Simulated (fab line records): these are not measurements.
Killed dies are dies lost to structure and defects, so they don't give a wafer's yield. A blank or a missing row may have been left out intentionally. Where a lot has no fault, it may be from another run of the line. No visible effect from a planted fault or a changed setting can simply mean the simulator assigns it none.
fab line records / flow sky130
record: lots: 13 wafers: 39 last_day: 50
route steps=708 shown METAL1@455 METAL4@599 METAL5@661 PASSIVATION@684 PAD_OPEN@708
lots that met no fault: taken from a fault-free run of the same line
start_h: start of the lot's first displayed wafer, in hours after the record's first day / wait_h: how many hours have passed since the lot's step before this one / " identical to the entry in the row above / L1.1+2: a single row standing in for several wafers / - no value, or no start was given / * or withheld: withheld / < > ~ a bound
route shown NAME@n: a module of which the file shows steps, and the number in the route of the first / usual: mean/standard deviation of fault-free wafers / same: alike in all rows / chamber/n: place in a boat / sites: readings site by site / _std_site: standard deviation across them / _edge_site: inner sites' mean taken away from outer sites' mean / radius_mm: for every site, how far away it sits from the centre of the wafer / mask NAME#n: copy n / behind: tool/chamber where the wafer was last shaped / hold: why the lot went on hold/how many hours it stayed there/how the hold came to an end / device: the transistor (n, p or np) that didn't switch / end of line: tests run on the same wafers once the route is complete / for a step that has no rows: nothing shown but its recipe / killed: count of dies lost to structure and defects at first sort (not the wafer's yield) / map: dies across one wafer; x = killed, . = not, _ = none there
set.NAME: the setting the step ran with; set.NAME@STEP: the setting that earlier step ran with / model.NAME: the simulator's own value behind a step, which no gauge read
a sample of lots followed through the steps of the route, with each step as a table and each wafer as a row
services: a tool's chamber out of use, with start hour (start_h, from the record's first day; less than 0 if before it), hours out, and reason
== steps ==
step: SKY_METAL1_STRIP_21
recipe: chemistry: post_etch_residue_remover time_s: 1200 temp_c: 72.5
lot.wafer=L122.1+4+6 tool=wet_bench-03 chamber=0 start_h=744.73 wait_h=0.1
lot.wafer=L124.1+2+4 tool=wet_bench-02 chamber=1 start_h=776.46 wait_h=0.1
lot.wafer=L126.4+5+6 tool=wet_bench-02 chamber=2 start_h=785.87 wait_h=0.0
lot.wafer=L127.1+2+6 tool=wet_bench-03 chamber=1 start_h=801.71 wait_h=0.1
lot.wafer=L128.3+4+5 tool=wet_bench-02 chamber=3 start_h=817.18 wait_h=0.0
lot.wafer=L129.1+3+5 tool=wet_bench-02 chamber=1 start_h=818.98 wait_h=0.1
lot.wafer=L130.1+4+5 tool=wet_bench-03 chamber=3 start_h=821.57 wait_h=0.1
lot.wafer=L131.1+2+4 tool=wet_bench-01 chamber=3 start_h=848.22 wait_h=0.1
lot.wafer=L133.1+2+3 tool=wet_bench-03 chamber=1 start_h=855.57 wait_h=0.1
lot.wafer=L135.4+5+6 tool=wet_bench-02 chamber=3 start_h=864.51 wait_h=0.0
lot.wafer=L141.1+4+5 tool=wet_bench-02 chamber=1 start_h=908.56 wait_h=0.1
lot.wafer=L142.1+2+3 tool=wet_bench-02 chamber=2 start_h=913.92 wait_h=0.1
lot.wafer=L143.2+3+4 tool=wet_bench-02 chamber=0 start_h=920.68 wait_h=0.1
step: SKY_METAL4_SPUTTER_01
recipe: material: TiN target_thk_nm: 20 power_w: 6500 time_s: 16.7 chamber_pressure_pa: 0.4
usual: throttle_valve_pct: 29.8/1.2
lot.wafer=L122.1 tool=pvd_sputter-02 chamber=- start_h=918.22 wait_h=0.0 throttle_valve_pct=31.0
lot.wafer=L122.4 tool=pvd_sputter-02 chamber=- start_h=918.22 wait_h=0.0 throttle_valve_pct=29.4
lot.wafer=L122.6 tool=pvd_sputter-02 chamber=- start_h=918.22 wait_h=0.0 throttle_valve_pct=30.0
lot.wafer=L124.1 tool=pvd_sputter-03 chamber=- start_h=943.69 wait_h=0.0 throttle_valve_pct=31.2
lot.wafer=L124.2 tool=pvd_sputter-03 chamber=- start_h=943.69 wait_h=0.0 throttle_valve_pct=26.1
lot.wafer=L124.4 tool=pvd_sputter-03 chamber=- start_h=943.69 wait_h=0.0 throttle_valve_pct=29.8
lot.wafer=L126.4 tool=pvd_sputter-03 chamber=- start_h=953.72 wait_h=0.0 throttle_valve_pct=29.7
lot.wafer=L126.5 tool=pvd_sputter-03 chamber=- start_h=953.72 wait_h=0.0 throttle_valve_pct=30.5
lot.wafer=L126.6 tool=pvd_sputter-03 chamber=- start_h=953.72 wait_h=0.0 throttle_valve_pct=30.9
lot.wafer=L127.1 tool=pvd_sputter-04 chamber=- start_h=967.86 wait_h=0.0 throttle_valve_pct=27.9
lot.wafer=L127.2 tool=pvd_sputter-04 chamber=- start_h=967.86 wait_h=0.0 throttle_valve_pct=30.6
lot.wafer=L127.6 tool=pvd_sputter-04 chamber=- start_h=967.86 wait_h=0.0 throttle_valve_pct=30.4
lot.wafer=L128.3 tool=pvd_sputter-04 chamber=- start_h=982.17 wait_h=0.0 throttle_valve_pct=30.3
lot.wafer=L128.4 tool=pvd_sputter-04 chamber=- start_h=982.17 wait_h=0.0 throttle_valve_pct=30.4
lot.wafer=L128.5 tool=pvd_sputter-04 chamber=- start_h=982.17 wait_h=0.0 throttle_valve_pct=28.0
lot.wafer=L129.1 tool=pvd_sputter-02 chamber=- start_h=984.92 wait_h=0.0 throttle_valve_pct=30.6
lot.wafer=L129.3 tool=pvd_sputter-02 chamber=- start_h=984.92 wait_h=0.0 throttle_valve_pct=30.9
lot.wafer=L129.5 tool=pvd_sputter-02 chamber=- start_h=984.92 wait_h=0.0 throttle_valve_pct=30.5
lot.wafer=L130.1 tool=pvd_sputter-04 chamber=- start_h=986.26 wait_h=0.0 throttle_valve_pct=29.9
lot.wafer=L130.4 tool=pvd_sputter-04 chamber=- start_h=986.26 wait_h=0.0 throttle_valve_pct=27.8
lot.wafer=L130.5 tool=pvd_sputter-04 chamber=- start_h=986.26 wait_h=0.0 throttle_valve_pct=30.4
lot.wafer=L131.1 tool=pvd_sputter-03 chamber=- start_h=1008.95 wait_h=0.0 throttle_valve_pct=29.7
lot.wafer=L131.2 tool=pvd_sputter-03 chamber=- start_h=1008.95 wait_h=0.0 throttle_valve_pct=30.5
lot.wafer=L131.4 tool=pvd_sputter-03 chamber=- start_h=1008.95 wait_h=0.0 throttle_valve_pct=26.2
lot.wafer=L133.1 tool=pvd_sputter-04 chamber=- start_h=1014.32 wait_h=0.0 throttle_valve_pct=30.6
lot.wafer=L133.2 tool=pvd_sputter-04 chamber=- start_h=1014.32 wait_h=0.0 throttle_valve_pct=27.9
lot.wafer=L133.3 tool=pvd_sputter-04 chamber=- start_h=1014.32 wait_h=0.0 throttle_valve_pct=29.9
lot.wafer=L135.4 tool=pvd_sputter-02 chamber=- start_h=1020.37 wait_h=0.0 throttle_valve_pct=29.4
lot.wafer=L135.5 tool=pvd_sputter-02 chamber=- start_h=1020.37 wait_h=0.0 throttle_valve_pct=30.7
lot.wafer=L135.6 tool=pvd_sputter-02 chamber=- start_h=1020.37 wait_h=0.0 throttle_valve_pct=29.9
lot.wafer=L141.1 tool=pvd_sputter-03 chamber=- start_h=1058.41 wait_h=0.0 throttle_valve_pct=30.9
lot.wafer=L141.4 tool=pvd_sputter-03 chamber=- start_h=1058.41 wait_h=0.0 throttle_valve_pct=30.7
lot.wafer=L141.5 tool=pvd_sputter-03 chamber=- start_h=1058.41 wait_h=0.0 throttle_valve_pct=31.2
lot.wafer=L142.1 tool=pvd_sputter-02 chamber=- start_h=1063.27 wait_h=0.0 throttle_valve_pct=29.9
lot.wafer=L142.2 tool=pvd_sputter-02 chamber=- start_h=1063.27 wait_h=0.0 throttle_valve_pct=29.2
lot.wafer=L142.3 tool=pvd_sputter-02 chamber=- start_h=1063.27 wait_h=0.0 throttle_valve_pct=30.6
lot.wafer=L143.2 tool=pvd_sputter-02 chamber=- start_h=1069.44 wait_h=0.0 throttle_valve_pct=29.3
lot.wafer=L143.3 tool=pvd_sputter-02 chamber=- start_h=1069.44 wait_h=0.0 throttle_valve_pct=30.6
lot.wafer=L143.4 tool=pvd_sputter-02 chamber=- start_h=1069.44 wait_h=0.0 throttle_valve_pct=30.0
step: SKY_METAL5_SPUTTER_00
recipe: material: Ti target_thk_nm: 15 power_w: 3000 time_s: 10 chamber_pressure_pa: 0.4
usual: throttle_valve_pct: 30.1/1.3
lot.wafer=L122.1 tool=pvd_sputter-03 chamber=- start_h=994.33 wait_h=0.2 throttle_valve_pct=31.1
lot.wafer=L122.4 tool=pvd_sputter-03 chamber=- start_h=994.33 wait_h=0.2 throttle_valve_pct=29.8
lot.wafer=L122.6 tool=pvd_sputter-03 chamber=- start_h=994.33 wait_h=0.2 throttle_valve_pct=31.1
lot.wafer=L124.1 tool=pvd_sputter-01 chamber=- start_h=1018.70 wait_h=0.2 throttle_valve_pct=31.8
lot.wafer=L124.2 tool=pvd_sputter-01 chamber=- start_h=1018.70 wait_h=0.2 throttle_valve_pct=28.9
lot.wafer=L124.4 tool=pvd_sputter-01 chamber=- start_h=1018.70 wait_h=0.2 throttle_valve_pct=30.1
lot.wafer=L126.4 tool=pvd_sputter-02 chamber=- start_h=1028.47 wait_h=0.2 throttle_valve_pct=30.2
lot.wafer=L126.5 tool=pvd_sputter-02 chamber=- start_h=1028.47 wait_h=0.2 throttle_valve_pct=30.6
lot.wafer=L126.6 tool=pvd_sputter-02 chamber=- start_h=1028.47 wait_h=0.2 throttle_valve_pct=30.0
lot.wafer=L127.1 tool=pvd_sputter-02 chamber=- start_h=1041.32 wait_h=0.2 throttle_valve_pct=30.6
lot.wafer=L127.2 tool=pvd_sputter-02 chamber=- start_h=1041.32 wait_h=0.2 throttle_valve_pct=30.8
lot.wafer=L127.6 tool=pvd_sputter-02 chamber=- start_h=1041.32 wait_h=0.2 throttle_valve_pct=29.1
lot.wafer=L128.3 tool=pvd_sputter-03 chamber=- start_h=1054.43 wait_h=0.2 throttle_valve_pct=26.3
lot.wafer=L128.4 tool=pvd_sputter-03 chamber=- start_h=1054.43 wait_h=0.2 throttle_valve_pct=29.7
lot.wafer=L128.5 tool=pvd_sputter-03 chamber=- start_h=1054.43 wait_h=0.2 throttle_valve_pct=26.4
lot.wafer=L129.1 tool=pvd_sputter-03 chamber=- start_h=1055.48 wait_h=0.1 throttle_valve_pct=30.5
lot.wafer=L129.3 tool=pvd_sputter-03 chamber=- start_h=1055.48 wait_h=0.1 throttle_valve_pct=29.9
lot.wafer=L129.5 tool=pvd_sputter-03 chamber=- start_h=1055.48 wait_h=0.1 throttle_valve_pct=30.0
lot.wafer=L130.1 tool=pvd_sputter-01 chamber=- start_h=1057.28 wait_h=0.2 throttle_valve_pct=29.6
lot.wafer=L130.4 tool=pvd_sputter-01 chamber=- start_h=1057.28 wait_h=0.2 throttle_valve_pct=31.0
lot.wafer=L130.5 tool=pvd_sputter-01 chamber=- start_h=1057.28 wait_h=0.2 throttle_valve_pct=31.3
lot.wafer=L131.1 tool=pvd_sputter-01 chamber=- start_h=1078.62 wait_h=0.1 throttle_valve_pct=31.8
lot.wafer=L131.2 tool=pvd_sputter-01 chamber=- start_h=1078.62 wait_h=0.1 throttle_valve_pct=31.0
lot.wafer=L131.4 tool=pvd_sputter-01 chamber=- start_h=1078.62 wait_h=0.1 throttle_valve_pct=29.7
lot.wafer=L133.1 tool=pvd_sputter-02 chamber=- start_h=1088.67 wait_h=0.1 throttle_valve_pct=30.5
lot.wafer=L133.2 tool=pvd_sputter-02 chamber=- start_h=1088.67 wait_h=0.1 throttle_valve_pct=29.1
lot.wafer=L133.3 tool=pvd_sputter-02 chamber=- start_h=1088.67 wait_h=0.1 throttle_valve_pct=30.8
lot.wafer=L135.4 tool=pvd_sputter-02 chamber=- start_h=1091.09 wait_h=0.2 throttle_valve_pct=30.6
lot.wafer=L135.5 tool=pvd_sputter-02 chamber=- start_h=1091.09 wait_h=0.2 throttle_valve_pct=29.2
lot.wafer=L135.6 tool=pvd_sputter-02 chamber=- start_h=1091.09 wait_h=0.2 throttle_valve_pct=31.0
lot.wafer=L141.1 tool=pvd_sputter-03 chamber=- start_h=1121.20 wait_h=0.1 throttle_valve_pct=29.6
lot.wafer=L141.4 tool=pvd_sputter-03 chamber=- start_h=1121.20 wait_h=0.1 throttle_valve_pct=31.3
lot.wafer=L141.5 tool=pvd_sputter-03 chamber=- start_h=1121.20 wait_h=0.1 throttle_valve_pct=29.6
lot.wafer=L142.1 tool=pvd_sputter-02 chamber=- start_h=1127.66 wait_h=0.2 throttle_valve_pct=30.6
lot.wafer=L142.2 tool=pvd_sputter-02 chamber=- start_h=1127.66 wait_h=0.2 throttle_valve_pct=30.1
lot.wafer=L142.3 tool=pvd_sputter-02 chamber=- start_h=1127.66 wait_h=0.2 throttle_valve_pct=31.0
lot.wafer=L143.2 tool=pvd_sputter-03 chamber=- start_h=1134.07 wait_h=0.1 throttle_valve_pct=26.2
lot.wafer=L143.3 tool=pvd_sputter-03 chamber=- start_h=1134.07 wait_h=0.1 throttle_valve_pct=31.6
lot.wafer=L143.4 tool=pvd_sputter-03 chamber=- start_h=1134.07 wait_h=0.1 throttle_valve_pct=30.4
step: SKY_PASSIVATION_THK_MEAS_03
recipe: reads: Si3N4_of_PASSIVATION_CVD_02
usual: PASSIVATION_CVD_02_THK: 542/7.6
lot.wafer=L122.1 tool=film_metro-01 chamber=- start_h=1018.98 wait_h=- PASSIVATION_CVD_02_THK[nm]=539
lot.wafer=L122.4 tool=film_metro-01 chamber=- start_h=1018.98 wait_h=- PASSIVATION_CVD_02_THK[nm]=546
lot.wafer=L122.6 tool=film_metro-01 chamber=- start_h=1018.98 wait_h=- PASSIVATION_CVD_02_THK[nm]=550
lot.wafer=L124.1 tool=film_metro-03 chamber=- start_h=1042.75 wait_h=- PASSIVATION_CVD_02_THK[nm]=539
lot.wafer=L124.2 tool=film_metro-03 chamber=- start_h=1042.75 wait_h=- PASSIVATION_CVD_02_THK[nm]=537
lot.wafer=L124.4 tool=film_metro-03 chamber=- start_h=1042.75 wait_h=- PASSIVATION_CVD_02_THK[nm]=540
lot.wafer=L126.4 tool=film_metro-01 chamber=- start_h=1052.38 wait_h=- PASSIVATION_CVD_02_THK[nm]=540
lot.wafer=L126.5 tool=film_metro-01 chamber=- start_h=1052.38 wait_h=- PASSIVATION_CVD_02_THK[nm]=543
lot.wafer=L126.6 tool=film_metro-01 chamber=- start_h=1052.38 wait_h=- PASSIVATION_CVD_02_THK[nm]=550
lot.wafer=L127.1 tool=film_metro-01 chamber=- start_h=1064.72 wait_h=- PASSIVATION_CVD_02_THK[nm]=529
lot.wafer=L127.2 tool=film_metro-01 chamber=- start_h=1064.72 wait_h=- PASSIVATION_CVD_02_THK[nm]=529
lot.wafer=L127.6 tool=film_metro-01 chamber=- start_h=1064.72 wait_h=- PASSIVATION_CVD_02_THK[nm]=542
lot.wafer=L128.3 tool=film_metro-01 chamber=- start_h=1076.80 wait_h=- PASSIVATION_CVD_02_THK[nm]=537
lot.wafer=L128.4 tool=film_metro-01 chamber=- start_h=1076.80 wait_h=- PASSIVATION_CVD_02_THK[nm]=543
lot.wafer=L128.5 tool=film_metro-01 chamber=- start_h=1076.80 wait_h=- PASSIVATION_CVD_02_THK[nm]=541
lot.wafer=L129.1 tool=film_metro-01 chamber=- start_h=1077.40 wait_h=- PASSIVATION_CVD_02_THK[nm]=538
lot.wafer=L129.3 tool=film_metro-01 chamber=- start_h=1077.40 wait_h=- PASSIVATION_CVD_02_THK[nm]=538
lot.wafer=L129.5 tool=film_metro-01 chamber=- start_h=1077.40 wait_h=- PASSIVATION_CVD_02_THK[nm]=549
lot.wafer=L130.1 tool=film_metro-03 chamber=- start_h=1079.10 wait_h=- PASSIVATION_CVD_02_THK[nm]=528
lot.wafer=L130.4 tool=film_metro-03 chamber=- start_h=1079.10 wait_h=- PASSIVATION_CVD_02_THK[nm]=542
lot.wafer=L130.5 tool=film_metro-03 chamber=- start_h=1079.10 wait_h=- PASSIVATION_CVD_02_THK[nm]=535
lot.wafer=L131.1 tool=film_metro-04 chamber=- start_h=1097.58 wait_h=- PASSIVATION_CVD_02_THK[nm]=542
lot.wafer=L131.2 tool=film_metro-04 chamber=- start_h=1097.58 wait_h=- PASSIVATION_CVD_02_THK[nm]=543
lot.wafer=L131.4 tool=film_metro-04 chamber=- start_h=1097.58 wait_h=- PASSIVATION_CVD_02_THK[nm]=540
lot.wafer=L133.1 tool=film_metro-04 chamber=- start_h=1107.79 wait_h=- PASSIVATION_CVD_02_THK[nm]=551
lot.wafer=L133.2 tool=film_metro-04 chamber=- start_h=1107.79 wait_h=- PASSIVATION_CVD_02_THK[nm]=541
lot.wafer=L133.3 tool=film_metro-04 chamber=- start_h=1107.79 wait_h=- PASSIVATION_CVD_02_THK[nm]=537
lot.wafer=L135.4 tool=film_metro-01 chamber=- start_h=1112.23 wait_h=- PASSIVATION_CVD_02_THK[nm]=549
lot.wafer=L135.5 tool=film_metro-01 chamber=- start_h=1112.23 wait_h=- PASSIVATION_CVD_02_THK[nm]=552
lot.wafer=L135.6 tool=film_metro-01 chamber=- start_h=1112.23 wait_h=- PASSIVATION_CVD_02_THK[nm]=546
lot.wafer=L141.1 tool=film_metro-01 chamber=- start_h=1141.54 wait_h=- PASSIVATION_CVD_02_THK[nm]=532
lot.wafer=L141.4 tool=film_metro-01 chamber=- start_h=1141.54 wait_h=- PASSIVATION_CVD_02_THK[nm]=539
lot.wafer=L141.5 tool=film_metro-01 chamber=- start_h=1141.54 wait_h=- PASSIVATION_CVD_02_THK[nm]=545
lot.wafer=L142.1 tool=film_metro-04 chamber=- start_h=1148.05 wait_h=- PASSIVATION_CVD_02_THK[nm]=542
lot.wafer=L142.2 tool=film_metro-04 chamber=- start_h=1148.05 wait_h=- PASSIVATION_CVD_02_THK[nm]=532
lot.wafer=L142.3 tool=film_metro-04 chamber=- start_h=1148.05 wait_h=- PASSIVATION_CVD_02_THK[nm]=541
lot.wafer=L143.2 tool=film_metro-03 chamber=- start_h=1154.28 wait_h=- PASSIVATION_CVD_02_THK[nm]=539
lot.wafer=L143.3 tool=film_metro-03 chamber=- start_h=1154.28 wait_h=- PASSIVATION_CVD_02_THK[nm]=548
lot.wafer=L143.4 tool=film_metro-03 chamber=- start_h=1154.28 wait_h=- PASSIVATION_CVD_02_THK[nm]=548
step: SKY_PAD_OPEN_PROBE_99
usual: defect_limited_yield: 82.2/1.8 killed_at_M0_to_M3: 43/6.6 killed_at_M4_up: 3.2/1.9 killed_at_contacts: 25/5.3 killed_at_front_end: 16/4.5 killed_at_other: 0.3/0.63 killed_dies: 87/8.9 killed_open: 48/7.9 killed_short: 39/5.3 sort_bin_3_pad_short: 0.8/0.38 sort_bin_5_function: 10.5/1.5 sort_bin_6_memory: 6.4/1.2 sort_n_pass: 405/8.9 sort_yield_pct: 82.2/1.8
same: gross_dies: 492 killed_at_back_side: 0 sort_bin_4_leakage[%]: 0 sort_bin_8_speed[%]: 0
lot.wafer=L141.1 tool=prober-02 chamber=- start_h=1179.98 wait_h=0.1 defect_limited_yield[%]=76.4 killed_at_M0_to_M3=80 killed_at_M4_up=1 killed_at_contacts=21 killed_at_front_end=14 killed_at_other=0 killed_dies=116 killed_open=43 killed_short=39 sort_bin_3_pad_short[%]=1.8 sort_bin_5_function[%]=15.9 sort_bin_6_memory[%]=5.9 sort_n_pass=376 sort_yield_pct[%]=76.4
lot.wafer=L141.4 tool=prober-02 chamber=- start_h=1180.13 wait_h=0.2 defect_limited_yield[%]=72.2 killed_at_M0_to_M3=87 killed_at_M4_up=6 killed_at_contacts=31 killed_at_front_end=13 killed_at_other=0 killed_dies=137 killed_open=54 killed_short=45 sort_bin_3_pad_short[%]=2.0 sort_bin_5_function[%]=16.3 sort_bin_6_memory[%]=9.6 sort_n_pass=355 sort_yield_pct[%]=72.2
lot.wafer=L141.5 tool=prober-02 chamber=- start_h=1180.18 wait_h=0.2 defect_limited_yield[%]=74.2 killed_at_M0_to_M3=83 killed_at_M4_up=0 killed_at_contacts=26 killed_at_front_end=18 killed_at_other=0 killed_dies=127 killed_open=55 killed_short=35 sort_bin_3_pad_short[%]=2.2 sort_bin_5_function[%]=16.3 sort_bin_6_memory[%]=7.3 sort_n_pass=365 sort_yield_pct[%]=74.2
lot.wafer=L142.1 tool=prober-01 chamber=- start_h=1183.70 wait_h=0.1 defect_limited_yield[%]=76.6 killed_at_M0_to_M3=66 killed_at_M4_up=2 killed_at_contacts=30 killed_at_front_end=17 killed_at_other=0 killed_dies=115 killed_open=48 killed_short=37 sort_bin_3_pad_short[%]=2.4 sort_bin_5_function[%]=12.0 sort_bin_6_memory[%]=8.9 sort_n_pass=377 sort_yield_pct[%]=76.6
lot.wafer=L142.2 tool=prober-01 chamber=- start_h=1183.75 wait_h=0.1 defect_limited_yield[%]=73.4 killed_at_M0_to_M3=72 killed_at_M4_up=6 killed_at_contacts=36 killed_at_front_end=17 killed_at_other=0 killed_dies=131 killed_open=52 killed_short=47 sort_bin_3_pad_short[%]=4.5 sort_bin_5_function[%]=12.4 sort_bin_6_memory[%]=9.8 sort_n_pass=361 sort_yield_pct[%]=73.4
lot.wafer=L142.3 tool=prober-01 chamber=- start_h=1183.80 wait_h=0.2 defect_limited_yield[%]=76.4 killed_at_M0_to_M3=74 killed_at_M4_up=2 killed_at_contacts=16 killed_at_front_end=24 killed_at_other=0 killed_dies=116 killed_open=49 killed_short=37 sort_bin_3_pad_short[%]=3.0 sort_bin_5_function[%]=13.6 sort_bin_6_memory[%]=6.9 sort_n_pass=376 sort_yield_pct[%]=76.4
lot.wafer=L143.2 tool=prober-02 chamber=- start_h=1189.41 wait_h=0.1 defect_limited_yield[%]=71.7 killed_at_M0_to_M3=86 killed_at_M4_up=4 killed_at_contacts=27 killed_at_front_end=22 killed_at_other=0 killed_dies=139 killed_open=50 killed_short=39 sort_bin_3_pad_short[%]=2.2 sort_bin_5_function[%]=18.7 sort_bin_6_memory[%]=7.3 sort_n_pass=353 sort_yield_pct[%]=71.7
lot.wafer=L143.3 tool=prober-02 chamber=- start_h=1189.46 wait_h=0.2 defect_limited_yield[%]=70.1 killed_at_M0_to_M3=93 killed_at_M4_up=2 killed_at_contacts=28 killed_at_front_end=23 killed_at_other=1 killed_dies=147 killed_open=65 killed_short=30 sort_bin_3_pad_short[%]=1.8 sort_bin_5_function[%]=20.5 sort_bin_6_memory[%]=7.5 sort_n_pass=345 sort_yield_pct[%]=70.1
lot.wafer=L143.4 tool=prober-02 chamber=- start_h=1189.51 wait_h=0.2 defect_limited_yield[%]=75.6 killed_at_M0_to_M3=83 killed_at_M4_up=3 killed_at_contacts=18 killed_at_front_end=16 killed_at_other=0 killed_dies=120 killed_open=39 killed_short=32 sort_bin_3_pad_short[%]=1.6 sort_bin_5_function[%]=19.3 sort_bin_6_memory[%]=3.5 sort_n_pass=372 sort_yield_pct[%]=75.6
killed by level:class
L141.1 METAL1:unspecified=34 VIA1:geometric_particle:open=14 CONTACT:geometric_particle:open=7 LI_CONTACT:geometric_particle:open=6 LOCAL_INTERCONNECT:geometric_particle:short=6 POLY_GATE:geometric_particle:short=5 METAL1:geometric_particle:short=5 VIA2:geometric_particle:short=4
L141.4 METAL1:unspecified=37 VIA1:geometric_particle:open=12 LI_CONTACT:geometric_particle:open=10 CONTACT:geometric_particle:open=9 VIA1:geometric_particle:short=8 LOCAL_INTERCONNECT:geometric_particle:short=7 METAL2:geometric_particle:short=6 VIA3:geometric_particle:open=6
L141.5 METAL1:unspecified=35 VIA3:geometric_particle:open=15 LI_CONTACT:geometric_particle:open=10 VIA1:geometric_particle:open=8 METAL2:geometric_particle:short=7 VIA2:geometric_particle:open=7 CONTACT:geometric_particle:open=6 FIELD_ISO:geometric_particle:short=4
L142.1 METAL1:unspecified=29 CONTACT:geometric_particle:open=13 LI_CONTACT:geometric_particle:open=11 VIA1:geometric_particle:short=8 VIA1:geometric_particle:open=6 METAL2:geometric_particle:short=5 FIELD_ISO:geometric_particle:short=4 POLY_GATE:geometric_particle:open=4
L142.2 METAL1:unspecified=32 CONTACT:geometric_particle:open=15 VIA1:geometric_particle:open=12 LI_CONTACT:geometric_particle:short=6 POLY_GATE:geometric_particle:short=5 LI_CONTACT:geometric_particle:open=5 CONTACT:geometric_particle:short=5 LOCAL_INTERCONNECT:geometric_particle:short=5
L142.3 METAL1:unspecified=30 VIA1:geometric_particle:open=15 POLY_GATE:geometric_particle:open=8 LI_CONTACT:geometric_particle:open=6 METAL1:geometric_particle:short=6 FIELD_ISO:geometric_particle:short=5 POLY_GATE:geometric_particle:short=5 VIA2:geometric_particle:open=5
L143.2 METAL1:unspecified=50 CONTACT:geometric_particle:open=14 FIELD_ISO:geometric_particle:open=7 LI_CONTACT:geometric_particle:short=6 VIA3:geometric_particle:open=6 POLY_GATE:geometric_particle:short=5 POLY_GATE:geometric_particle:open=5 VIA1:geometric_particle:open=5
L143.3 METAL1:unspecified=52 LI_CONTACT:geometric_particle:open=19 VIA1:geometric_particle:open=12 VIA2:geometric_particle:open=8 VIA3:geometric_particle:open=7 CONTACT:geometric_particle:open=5 POLY_GATE:geometric_particle:short=5 VIA1:geometric_particle:short=5
L143.4 METAL1:unspecified=49 VIA1:geometric_particle:open=10 CONTACT:geometric_particle:open=7 FIELD_ISO:geometric_particle:open=6 METAL1:geometric_particle:short=6 LI_CONTACT:geometric_particle:open=5 METAL2:geometric_particle:short=5 FIELD_ISO:geometric_particle:short=3
== services ==
tool=pvd_sputter-03 chamber=- start_h=736.56 hours=9.0 kind=repair
tool=pvd_sputter-04 chamber=- start_h=741.28 hours=2.0 kind=repair
tool=pvd_sputter-02 chamber=- start_h=748.89 hours=26.0 kind=repair
tool=pvd_sputter-02 chamber=- start_h=753.30 hours=1.8 kind=repair
tool=pvd_sputter-03 chamber=- start_h=781.78 hours=2.3 kind=repair
tool=pvd_sputter-02 chamber=2 start_h=797.29 hours=- kind=consumable_replace:kit
tool=pvd_sputter-02 chamber=- start_h=820.24 hours=9.1 kind=repair
tool=pvd_sputter-01 chamber=- start_h=828.92 hours=1.6 kind=repair
tool=wet_bench-03 chamber=- start_h=837.34 hours=4.0 kind=repair
tool=pvd_sputter-01 chamber=- start_h=838.44 hours=1.7 kind=repair
tool=pvd_sputter-03 chamber=- start_h=856.70 hours=2.2 kind=repair
tool=pvd_sputter-02 chamber=- start_h=869.68 hours=1.7 kind=repair
tool=pvd_sputter-02 chamber=- start_h=911.63 hours=2.6 kind=repair
tool=pvd_sputter-01 chamber=- start_h=927.11 hours=4.4 kind=repair
tool=pvd_sputter-02 chamber=- start_h=939.71 hours=6.3 kind=repair
tool=pvd_sputter-03 chamber=- start_h=961.74 hours=3.9 kind=repair
tool=pvd_sputter-01 chamber=- start_h=997.86 hours=2.1 kind=repair
tool=pvd_sputter-02 chamber=- start_h=1005.55 hours=2.5 kind=repair
tool=pvd_sputter-04 chamber=- start_h=1029.51 hours=2.6 kind=repair
tool=wet_bench-01 chamber=- start_h=1079.11 hours=1.9 kind=pm
tool=pvd_sputter-01 chamber=- start_h=1079.96 hours=1.0 kind=repair
tool=pvd_sputter-02 chamber=- start_h=1117.88 hours=4.6 kind=repair
tool=wet_bench-03 chamber=- start_h=1121.81 hours=0.7 kind=repair
tool=pvd_sputter-03 chamber=- start_h=1123.36 hours=2.6 kind=repair
== key ==
first_sign: step: SKY_PAD_OPEN_PROBE_99 reading: killed_at_M0_to_M3 direction: up sigmas: 5.7 usual: 43 struck: 80
effect: step: SKY_PAD_OPEN_PROBE_99 reading: defect_limited_yield direction: down sigmas: 4.5 usual: 82.2 struck: 74.1
met_at SKY_METAL1_STRIP_21
struck_lots L141,L142,L143
not_acting_at SKY_METAL4_SPUTTER_01,SKY_METAL5_SPUTTER_00,SKY_PASSIVATION_THK_MEAS_03
onset_between 864.51 908.56
also_fits time
fault: kind: chamber_particle_source tool: wet_bench-02 chamber: - onset_h: 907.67 steps: SKY_METAL1_STRIP_21 rate_per_visit_cm2: 0.70344 end_h: 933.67
